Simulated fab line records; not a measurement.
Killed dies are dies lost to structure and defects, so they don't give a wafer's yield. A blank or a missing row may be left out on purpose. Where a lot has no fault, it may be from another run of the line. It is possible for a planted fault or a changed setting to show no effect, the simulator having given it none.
fab line records	flow sky130	part 1 of 2: steps 1 to 29 of 38
record: lots: 5	wafers: 15	last_day: 49
route steps=708 shown LOCAL_INTERCONNECT@393 CONTACT@406
lots that met no fault: from a run of the same line without faults
start_h: hours from the record's first day to the start of the lot's first wafer shown	wait_h: how many hours have passed since the lot's step before this one	" unchanged from the row above	L1.1+2: one row covering several wafers at once	- no value, or no start given	* or withheld: withheld	< > ~ a bound
route shown NAME@n: a module of which the file shows steps, and the number in the route of the first	usual: average and standard deviation across the fault-free wafers	same: alike in all rows	chamber/n: place in a boat	sites: each site's reading	_std_site: standard deviation across them	_edge_site: outer sites' mean less inner sites'	radius_mm: how far each site lies from the wafer's centre	mask NAME#n: copy n	behind: tool/chamber where the wafer was last shaped	hold: why the lot was held/for how many hours/how that ended	device: which transistor (n, p or np) failed to switch	end of line: tests run on the same wafers once the route is complete	for a step that has no rows: nothing shown but its recipe	killed: count of dies lost to structure and defects at first sort (not the wafer's yield)	map: a wafer's dies, x killed, . not, _ none there
set.NAME: setting as actually run; set.NAME@STEP: the setting as run at that earlier step	model.NAME: the simulator's own value behind a step, which no gauge read
a table for each step, a row for each wafer; lots at some steps of the route
services: the hour from which a tool's chamber was out of use, counted from the record's first day as start_h (under 0 if before that day), plus the number of hours and why
== steps ==
step: SKY_LOCAL_INTERCONNECT_COAT_06
recipe: resist: KrF-thick	spin_rpm: 3000	resist_thk_nm: 450
lot.wafer	tool	chamber	start_h	wait_h
L079.2+4+5	litho_track-02	0	-	-
L083.2+3+5	litho_track-03	0	-	-
L088.1+4+6	litho_track-01	0	-	-
L090.2+3+6	litho_track-02	0	-	-
L092.2+3+5	litho_track-01	0	-	-
step: SKY_LOCAL_INTERCONNECT_SOFTBAKE_07
recipe: temp_c: 100	time_s: 90	resist: KrF-thick
usual: heater_power_total_W: 57.36/0.12
lot.wafer	tool	chamber	start_h	wait_h	heater_power_total_W
L079.2	litho_track-02	0	-	-	57.25
L079.4	"	0	"	"	57.12
L079.5	"	0	"	"	57.53
L083.2	litho_track-03	0	-	-	57.44
L083.3	"	0	"	"	57.44
L083.5	"	0	"	"	57.51
L088.1	litho_track-01	0	-	-	57.50
L088.4	"	0	"	"	57.45
L088.6	"	0	"	"	57.26
L090.2	litho_track-02	0	-	-	57.33
L090.3	"	0	"	"	57.47
L090.6	"	0	"	"	57.29
L092.2	litho_track-01	0	-	-	57.60
L092.3	"	0	"	"	57.31
L092.5	"	0	"	"	57.49
step: SKY_LOCAL_INTERCONNECT_EXPOSE_08
recipe: mask_id: LI1M	na: 0.8	source_shape: annular	sigma_inner: 0.55	sigma_outer: 0.85	target_cd_nm: 170	dose_mj: 28
same: sigma_outer: 0.85
lot.wafer	tool	chamber	start_h	wait_h	mask
L079.2+4+5	krf_scanner-01	0	-	-	LI1M#0
L083.2+3+5	krf_scanner-01	0	-	-	LI1M#0
L088.1+4+6	krf_scanner-02	0	-	-	LI1M#0
L090.2+3+6	krf_scanner-01	0	-	-	LI1M#0
L092.2+3+5	krf_scanner-02	0	-	-	LI1M#0
step: SKY_LOCAL_INTERCONNECT_PEB_09
recipe: peb_temp_c: withheld	peb_time_s: withheld	resist: KrF-thick
lot.wafer	tool	chamber	start_h	wait_h
L079.2+4+5	litho_track-03	0	-	-
L083.2+3+5	litho_track-02	0	-	-
L088.1+4+6	litho_track-01	0	-	-
L090.2+3+6	litho_track-03	0	-	-
L092.2+3+5	litho_track-01	0	-	-
step: SKY_LOCAL_INTERCONNECT_DEVELOP_10
recipe: develop_time_s: 60	resist: KrF-thick	dev_temp_c: 21
lot.wafer	tool	chamber	start_h	wait_h
L079.2+4+5	litho_track-03	0	-	-
L083.2+3+5	litho_track-02	0	-	-
L088.1+4+6	litho_track-01	0	-	-
L090.2+3+6	litho_track-03	0	-	-
L092.2+3+5	litho_track-01	0	-	-
step: SKY_LOCAL_INTERCONNECT_CD_MEAS_11
recipe: target_cd_nm: 170
usual: cd_nm: 170.1/1.4
lot.wafer	tool	chamber	start_h	wait_h	cd_nm
L079.2	cd_sem-01	-	743.18	-	169.5
L079.4	"	-	"	"	169.5
L079.5	"	-	"	"	168.6
L083.2	cd_sem-02	-	780.01	-	170.9
L083.3	"	-	"	"	170.6
L083.5	"	-	"	"	170.2
L088.1	cd_sem-01	-	812.16	-	172.2
L088.4	"	-	"	"	172.4
L088.6	"	-	"	"	173.4
L090.2	cd_sem-01	-	828.18	-	171.4
L090.3	"	-	"	"	171.1
L090.6	"	-	"	"	170.0
L092.2	cd_sem-02	-	842.23	-	171.3
L092.3	"	-	"	"	169.5
L092.5	"	-	"	"	169.7
step: SKY_LOCAL_INTERCONNECT_OVL_MEAS_12
usual: LOCAL_INTERCONNECT_OVL: 3/6.1
lot.wafer	tool	chamber	start_h	wait_h	LOCAL_INTERCONNECT_OVL[nm]
L079.2	overlay-02	-	743.29	0.1	-4
L079.4	"	-	"	"	-5
L079.5	"	-	"	"	2
L083.2	overlay-01	-	780.12	0.1	2
L083.3	"	-	"	"	-10
L083.5	"	-	"	"	-7
L088.1	overlay-02	-	812.28	0.1	7
L088.4	"	-	"	"	11
L088.6	"	-	"	"	5
L090.2	overlay-02	-	828.29	0.1	-2
L090.3	"	-	"	"	3
L090.6	"	-	"	"	-6
L092.2	overlay-01	-	842.34	0.1	-5
L092.3	"	-	"	"	-1
L092.5	"	-	"	"	-4
step: SKY_LOCAL_INTERCONNECT_ETCH_13
recipe: chemistry: N2/H2	target: BARC	ion_energy_ev: 200	bias_w: 100	pressure_mtorr: 30	n2_flow_sccm: 100	h2_flow_sccm: 200	icp_w: 500	stop_on: SiO2	time_s: 45.9	target_depth_a: 600
usual: drypump_motor_current_A: 5.6/0.44	oes_product_au: 0.855/0.0051	throttle_valve_pct: 13.223/0.0084
lot.wafer	tool	chamber	start_h	wait_h	drypump_motor_current_A	oes_product_au	rf_hours_counter_h	throttle_valve_pct
L079.2	rie_metal-04	0	743.32	0.0	5.1	0.854	4	13.215
L079.4	"	0	"	"	5.1	0.857	-	13.235
L079.5	"	0	"	"	5.1	0.854	-	13.225
L083.2	rie_metal-04	1	780.15	0.0	5.7	0.855	0	13.231
L083.3	"	1	"	"	5.7	0.857	-	13.227
L083.5	"	0	"	"	5.1	0.850	-	13.207
L088.1	rie_metal-02	0	812.32	0.0	6.2	0.852	7	13.228
L088.4	"	0	"	"	6.2	0.853	-	13.223
L088.6	"	0	"	"	6.2	0.858	-	13.219
L090.2	rie_metal-04	0	828.32	0.0	5.1	0.850	8	13.226
L090.3	"	0	"	"	5.1	0.856	-	13.210
L090.6	"	0	"	"	5.1	0.855	-	13.213
L092.2	rie_metal-04	1	842.37	0.0	5.7	0.851	3	13.222
L092.3	"	1	"	"	5.7	0.865	-	13.226
L092.5	"	1	"	"	5.7	0.851	-	13.231
step: SKY_LOCAL_INTERCONNECT_METAL_ETCH_14
recipe: target_depth_nm: 110	stop_on: PSG	chemistry: Cl2/BCl3	target: TiN	resist_sidewall_deg: 88	pressure_mtorr: 10	icp_w: 900	bias_w: 48.5	Cl2_flow_sccm: 60	bcl3_flow_sccm: 30	time_s: 31.4
usual: drypump_motor_current_A: 5.6/0.44	oes_product_au: 0.943/0.0069	throttle_valve_pct: 21.899/0.01
lot.wafer	tool	chamber	start_h	wait_h	drypump_motor_current_A	oes_product_au	rf_hours_counter_h	throttle_valve_pct
L079.2	rie_metal-04	0	743.38	0.0	5.1	0.944	4	21.902
L079.4	"	0	"	"	5.1	0.933	-	21.914
L079.5	"	0	"	"	5.1	0.941	-	21.899
L083.2	rie_metal-04	1	780.21	0.0	5.7	0.940	0	21.902
L083.3	"	1	"	"	5.7	0.947	-	21.905
L083.5	"	0	"	"	5.1	0.937	-	21.914
L088.1	rie_metal-02	0	812.38	0.0	6.1	0.937	7	21.889
L088.4	"	0	"	"	6.2	0.936	-	21.908
L088.6	"	0	"	"	6.2	0.938	-	21.889
L090.2	rie_metal-04	0	828.38	0.0	5.1	0.950	8	21.884
L090.3	"	0	"	"	5.1	0.940	-	21.911
L090.6	"	0	"	"	5.1	0.952	-	21.899
L092.2	rie_metal-04	1	842.43	0.0	5.7	0.944	3	21.899
L092.3	"	1	"	"	5.7	0.946	-	21.905
L092.5	"	1	"	"	5.7	0.951	-	21.886
step: SKY_LOCAL_INTERCONNECT_STRIP_15
recipe: chemistry: O2/N2	power_w: 1400	pressure_mtorr: 1500	platen_temp_c: withheld	o2_flow_sccm: 3000	n2_flow_sccm: 300	overash_fraction: 0.5
usual: drypump_motor_current_A: 5.5/0.53	oes_product_au: 0.427/0.0046	strip_time_to_endpoint_s: 4.721/0.017
lot.wafer	tool	chamber	start_h	wait_h	drypump_motor_current_A	oes_product_au	rf_hours_counter_h	strip_time_to_endpoint_s
L079.2	plasma_asher-01	1	743.43	0.0	5.5	0.427	32	4.728
L079.4	"	1	"	"	5.5	0.427	-	4.731
L079.5	"	1	"	"	5.5	0.433	-	4.731
L083.2	plasma_asher-02	0	780.26	0.0	6.2	0.428	4	4.724
L083.3	"	1	"	"	5.8	0.423	-	4.711
L083.5	"	1	"	"	5.8	0.425	-	4.701
L088.1	plasma_asher-02	1	812.43	0.0	5.8	0.419	9	4.702
L088.4	"	1	"	"	5.8	0.428	-	4.691
L088.6	"	0	"	"	6.2	0.426	-	4.703
L090.2	plasma_asher-02	1	828.43	0.0	5.8	0.439	11	4.723
L090.3	"	1	"	"	5.8	0.429	-	4.742
L090.6	"	1	"	"	5.8	0.418	-	4.715
L092.2	plasma_asher-03	1	842.48	0.0	4.6	0.434	71	4.768
L092.3	"	0	"	"	5.7	0.433	-	4.739
L092.5	"	1	"	"	4.6	0.427	-	4.762
step: SKY_LOCAL_INTERCONNECT_STRIP_16
recipe: chemistry: post_etch_residue_remover	time_s: 1200	temp_c: 72.5
usual: bath_heat_duty_pct: 13.9/2.1
lot.wafer	tool	chamber	start_h	wait_h	bath_heat_duty_pct
L079.2	wet_bench-02	1	743.53	0.1	11.4
L079.4	"	1	"	"	11.3
L079.5	"	1	"	"	10.6
L083.2	wet_bench-03	2	780.36	0.1	17.1
L083.3	"	2	"	"	16.3
L083.5	"	2	"	"	16.1
L088.1	wet_bench-02	3	812.53	0.1	12.3
L088.4	"	3	"	"	12.8
L088.6	"	3	"	"	11.7
L090.2	wet_bench-02	1	828.53	0.1	11.8
L090.3	"	1	"	"	10.8
L090.6	"	1	"	"	10.8
L092.2	wet_bench-04	1	842.58	0.1	16.1
L092.3	"	1	"	"	16.3
L092.5	"	1	"	"	17.1
step: SKY_LOCAL_INTERCONNECT_CLEAN_17
recipe: chemistry: IPA	time_s: 180	temp_c: 25
usual: bath_heat_duty_pct: 6.4/1.1
lot.wafer	tool	chamber	start_h	wait_h	bath_heat_duty_pct
L079.2	wet_bench-03	2	743.94	0.0	7.2
L079.4	"	2	"	"	7.3
L079.5	"	2	"	"	7.9
L083.2	wet_bench-04	0	780.71	0.0	6.4
L083.3	"	0	"	"	6.5
L083.5	"	0	"	"	6.9
L088.1	wet_bench-02	0	812.87	0.0	5.4
L088.4	"	0	"	"	4.9
L088.6	"	0	"	"	6.2
L090.2	wet_bench-03	1	828.87	0.0	6.4
L090.3	"	1	"	"	5.6
L090.6	"	1	"	"	6.2
L092.2	wet_bench-02	1	842.92	0.0	4.7
L092.3	"	1	"	"	4.7
L092.5	"	1	"	"	4.8
step: SKY_LOCAL_INTERCONNECT_CLEAN_18
recipe: chemistry: O3/DIW	dry: n2_spin
lot.wafer	tool	chamber	start_h	wait_h
L079.2+4+5	wet_bench-04	2	744.00	0.0
L083.2+3+5	wet_bench-02	1	780.76	0.0
L088.1+4+6	wet_bench-04	2	812.93	0.0
L090.2+3+6	wet_bench-04	1	828.93	0.0
L092.2+3+5	wet_bench-04	1	842.99	0.0
step: SKY_CONTACT_CVD_00
recipe: material: Si3N4	target_thk_nm: 75	temp_c: 400	time_s: withheld	rf_w: 450
usual: heater_power_w: 703/69
lot.wafer	tool	chamber	start_h	wait_h	heater_power_w
L079.2	pecvd-01	2	744.09	0.0	750
L079.4	"	0	"	"	635
L079.5	"	2	"	"	753
L083.2	pecvd-04	0	780.86	0.0	726
L083.3	"	2	"	"	850
L083.5	"	2	"	"	835
L088.1	pecvd-02	1	813.02	0.0	720
L088.4	"	1	"	"	722
L088.6	"	0	"	"	714
L090.2	pecvd-02	2	829.04	0.0	638
L090.3	"	2	"	"	654
L090.6	"	2	"	"	682
L092.2	pecvd-02	1	843.08	0.0	646
L092.3	"	2	"	"	647
L092.5	"	2	"	"	668
step: SKY_CONTACT_THK_MEAS_01
recipe: reads: Si3N4_of_CONTACT_CVD_00
usual: CONTACT_CVD_00_THK: 74.7/0.95
lot.wafer	tool	chamber	start_h	wait_h	CONTACT_CVD_00_THK[nm]
L079.2	film_metro-03	-	744.13	-	74.2
L079.4	"	-	"	"	75.9
L079.5	"	-	"	"	76.5
L083.2	film_metro-04	-	780.90	-	74.3
L083.3	"	-	"	"	75.0
L083.5	"	-	"	"	76.1
L088.1	film_metro-02	-	813.06	-	74.2
L088.4	"	-	"	"	75.2
L088.6	"	-	"	"	74.6
L090.2	film_metro-03	-	829.13	-	74.3
L090.3	"	-	"	"	75.1
L090.6	"	-	"	"	75.2
L092.2	film_metro-02	-	843.14	-	74.4
L092.3	"	-	"	"	74.6
L092.5	"	-	"	"	74.0
step: SKY_CONTACT_HDPCVD_02
recipe: material: SiO2	target_thk_nm: 565	sigma_open_frac: 0.3	time_s: 94.2	temp_c: 600	sih4_flow_sccm: 60	pressure_mtorr: 6
usual: sih4_flow_sccm: 60.02/0.19
lot.wafer	tool	chamber	start_h	wait_h	sih4_flow_sccm
L079.2	hdpcvd-02	0	744.18	0.0	59.82
L079.4	"	1	"	"	59.96
L079.5	"	0	"	"	60.23
L083.2	hdpcvd-01	1	780.95	0.0	60.12
L083.3	"	2	"	"	59.95
L083.5	"	0	"	"	59.90
L088.1	hdpcvd-01	2	813.12	0.1	59.82
L088.4	"	1	"	"	60.12
L088.6	"	2	"	"	59.93
L090.2	hdpcvd-02	2	829.18	0.0	60.02
L090.3	"	0	"	"	60.03
L090.6	"	2	"	"	60.06
L092.2	hdpcvd-02	0	843.19	0.0	60.14
L092.3	"	2	"	"	60.10
L092.5	"	0	"	"	59.65
step: SKY_CONTACT_THK_MEAS_03
recipe: reads: SiO2_of_CONTACT_HDPCVD_02
usual: CONTACT_HDPCVD_THK: 567/4.8
lot.wafer	tool	chamber	start_h	wait_h	CONTACT_HDPCVD_THK[nm]
L079.2	film_metro-02	-	744.26	0.0	562
L079.4	"	-	"	"	558
L079.5	"	-	"	"	558
L083.2	film_metro-02	-	781.03	0.0	568
L083.3	"	-	"	"	563
L083.5	"	-	"	"	566
L088.1	film_metro-04	-	813.19	0.0	569
L088.4	"	-	"	"	568
L088.6	"	-	"	"	570
L090.2	film_metro-04	-	829.26	0.0	567
L090.3	"	-	"	"	563
L090.6	"	-	"	"	558
L092.2	film_metro-04	-	843.27	0.0	564
L092.3	"	-	"	"	570
L092.5	"	-	"	"	570
step: SKY_CONTACT_CMP_04
recipe: material: SiO2	down_force_psi: 4	platen_rpm: 60	pad_velocity_m_s: 0.94248
usual: motor_current_A: 11.4/1.1	platen_rpm: 60.00/0.041	time_to_endpoint_s: 82/3.5
lot.wafer	tool	chamber	start_h	wait_h	motor_current_A	platen_rpm	time_to_endpoint_s
L079.2	cmp-01	3	744.31	0.0	12.3	59.94	80
L079.4	"	1	"	"	9.8	60.04	80
L079.5	"	0	"	"	12.6	59.96	80
L083.2	cmp-02	3	781.08	0.0	11.9	60.01	81
L083.3	"	2	"	"	10.0	60.03	85
L083.5	"	0	"	"	11.9	60.03	81
L088.1	cmp-02	0	813.25	0.1	11.2	59.97	84
L088.4	"	3	"	"	12.2	59.98	82
L088.6	"	0	"	"	12.0	60.05	83
L090.2	cmp-01	2	829.36	0.1	11.3	60.01	78
L090.3	"	3	"	"	11.9	60.01	83
L090.6	"	1	"	"	9.9	60.10	80
L092.2	cmp-01	3	843.65	0.4	12.9	60.00	81
L092.3	"	0	"	"	13.3	60.04	81
L092.5	"	1	"	"	10.1	60.01	88
step: SKY_CONTACT_BOW_MEAS_05
recipe: mode: bow
usual: CONTACT_BOW: 83/7.4
lot.wafer	tool	chamber	start_h	wait_h	CONTACT_BOW[um]
L079.2	film_metro-02	-	744.63	0.3	79
L079.4	"	-	"	"	70
L079.5	"	-	"	"	89
L083.2	film_metro-04	-	781.40	0.3	83
L083.3	"	-	"	"	93
L083.5	"	-	"	"	73
L088.1	film_metro-03	-	813.55	0.2	74
L088.4	"	-	"	"	82
L088.6	"	-	"	"	73
L090.2	film_metro-02	-	829.63	0.2	82
L090.3	"	-	"	"	80
L090.6	"	-	"	"	76
L092.2	film_metro-02	-	843.87	0.2	95
L092.3	"	-	"	"	83
L092.5	"	-	"	"	94
step: SKY_CONTACT_DEHYDRATE_06
recipe: temp_c: 200	time_s: 60
usual: heater_power_total_W: 160.38/0.13
lot.wafer	tool	chamber	start_h	wait_h	heater_power_total_W
L079.2	litho_track-02	0	757.12	12.5	160.37
L079.4	"	0	"	"	160.33
L079.5	"	0	"	"	160.54
L083.2	litho_track-01	0	793.89	12.5	160.34
L083.3	"	0	"	"	160.25
L083.5	"	0	"	"	160.42
L088.1	litho_track-04	0	825.80	12.2	160.36
L088.4	"	0	"	"	160.38
L088.6	"	0	"	"	160.40
L090.2	litho_track-02	0	842.72	13.1	160.18
L090.3	"	0	"	"	160.41
L090.6	"	0	"	"	160.19
L092.2	litho_track-04	0	855.57	11.7	160.22
L092.3	"	0	"	"	160.47
L092.5	"	0	"	"	160.52
step: SKY_CONTACT_HMDS_07
recipe: prime_time_s: 60	prime_temp_c: 120
lot.wafer	tool	chamber	start_h	wait_h
L079.2+4+5	litho_track-02	0	757.27	0.1
L083.2+3+5	litho_track-01	0	794.04	0.1
L088.1+4+6	litho_track-04	0	825.95	0.1
L090.2+3+6	litho_track-02	0	842.87	0.1
L092.2+3+5	litho_track-04	0	855.72	0.1
step: SKY_CONTACT_COAT_08
recipe: resist: BARC	temp_c: withheld	time_s: withheld	spin_rpm: 3000	resist_thk_nm: 60
lot.wafer	tool	chamber	start_h	wait_h
L079.2+4+5	litho_track-02	0	757.42	0.1
L083.2+3+5	litho_track-01	0	794.19	0.1
L088.1+4+6	litho_track-04	0	826.10	0.1
L090.2+3+6	litho_track-02	0	843.02	0.1
L092.2+3+5	litho_track-04	0	855.87	0.1
step: SKY_CONTACT_COAT_09
recipe: resist: KrF-thick	spin_rpm: 2949	resist_thk_nm: 450
lot.wafer	tool	chamber	start_h	wait_h
L079.2+4+5	litho_track-02	0	-	-
L083.2+3+5	litho_track-01	0	-	-
L088.1+4+6	litho_track-04	0	-	-
L090.2+3+6	litho_track-02	0	-	-
L092.2+3+5	litho_track-04	0	-	-
step: SKY_CONTACT_SOFTBAKE_10
recipe: temp_c: 100	time_s: 90	resist: KrF-thick
usual: heater_power_total_W: 57.38/0.1
lot.wafer	tool	chamber	start_h	wait_h	heater_power_total_W
L079.2	litho_track-02	0	-	-	57.36
L079.4	"	0	"	"	57.36
L079.5	"	0	"	"	57.51
L083.2	litho_track-01	0	-	-	57.41
L083.3	"	0	"	"	57.32
L083.5	"	0	"	"	57.44
L088.1	litho_track-04	0	-	-	57.14
L088.4	"	0	"	"	57.41
L088.6	"	0	"	"	57.41
L090.2	litho_track-02	0	-	-	57.31
L090.3	"	0	"	"	57.46
L090.6	"	0	"	"	57.42
L092.2	litho_track-04	0	-	-	57.40
L092.3	"	0	"	"	57.24
L092.5	"	0	"	"	57.36
step: SKY_CONTACT_EXPOSE_11
recipe: mask_id: CTM1	na: 0.8	source_shape: annular	sigma_inner: 0.55	sigma_outer: 0.85	target_cd_nm: 170	dose_mj: 38
same: sigma_outer: 0.85
lot.wafer	tool	chamber	start_h	wait_h	mask
L079.2+4+5	krf_scanner-01	0	-	-	CTM1#0
L083.2+3+5	krf_scanner-01	0	-	-	CTM1#0
L088.1+4+6	krf_scanner-02	0	-	-	CTM1#0
L090.2+3+6	krf_scanner-01	0	-	-	CTM1#0
L092.2+3+5	krf_scanner-01	0	-	-	CTM1#0
step: SKY_CONTACT_PEB_12
recipe: peb_temp_c: withheld	peb_time_s: withheld	resist: KrF-thick
lot.wafer	tool	chamber	start_h	wait_h
L079.2+4+5	litho_track-04	0	-	-
L083.2+3+5	litho_track-02	0	-	-
L088.1+4+6	litho_track-04	0	-	-
L090.2+3+6	litho_track-01	0	-	-
L092.2+3+5	litho_track-04	0	-	-
step: SKY_CONTACT_DEVELOP_13
recipe: develop_time_s: 60	resist: KrF-thick	dev_temp_c: 21
lot.wafer	tool	chamber	start_h	wait_h
L079.2+4+5	litho_track-04	0	-	-
L083.2+3+5	litho_track-02	0	-	-
L088.1+4+6	litho_track-04	0	-	-
L090.2+3+6	litho_track-01	0	-	-
L092.2+3+5	litho_track-04	0	-	-
step: SKY_CONTACT_CD_MEAS_14
recipe: target_cd_nm: 170
usual: cd_nm: 169.8/1.7
lot.wafer	tool	chamber	start_h	wait_h	cd_nm
L079.2	cd_sem-01	-	770.92	-	167.1
L079.4	"	-	"	"	168.7
L079.5	"	-	"	"	167.0
L083.2	cd_sem-02	-	807.91	-	170.0
L083.3	"	-	"	"	171.8
L083.5	"	-	"	"	170.8
L088.1	cd_sem-02	-	839.45	-	169.3
L088.4	"	-	"	"	170.8
L088.6	"	-	"	"	170.0
L090.2	cd_sem-01	-	855.73	-	171.7
L090.3	"	-	"	"	171.7
L090.6	"	-	"	"	172.7
L092.2	cd_sem-01	-	869.92	-	173.5
L092.3	"	-	"	"	171.9
L092.5	"	-	"	"	172.7
step: SKY_CONTACT_OVL_MEAS_15
usual: CONTACT_OVL: 2/5.5
lot.wafer	tool	chamber	start_h	wait_h	CONTACT_OVL[nm]
L079.2	overlay-02	-	771.03	0.1	-1
L079.4	"	-	"	"	-3
L079.5	"	-	"	"	-4
L083.2	overlay-01	-	808.02	0.1	1
L083.3	"	-	"	"	0
L083.5	"	-	"	"	-1
L088.1	overlay-02	-	839.57	0.1	-3
L088.4	"	-	"	"	6
L088.6	"	-	"	"	8
L090.2	overlay-02	-	855.84	0.1	5
L090.3	"	-	"	"	7
L090.6	"	-	"	"	4
L092.2	overlay-01	-	870.03	0.1	12
L092.3	"	-	"	"	13
L092.5	"	-	"	"	10
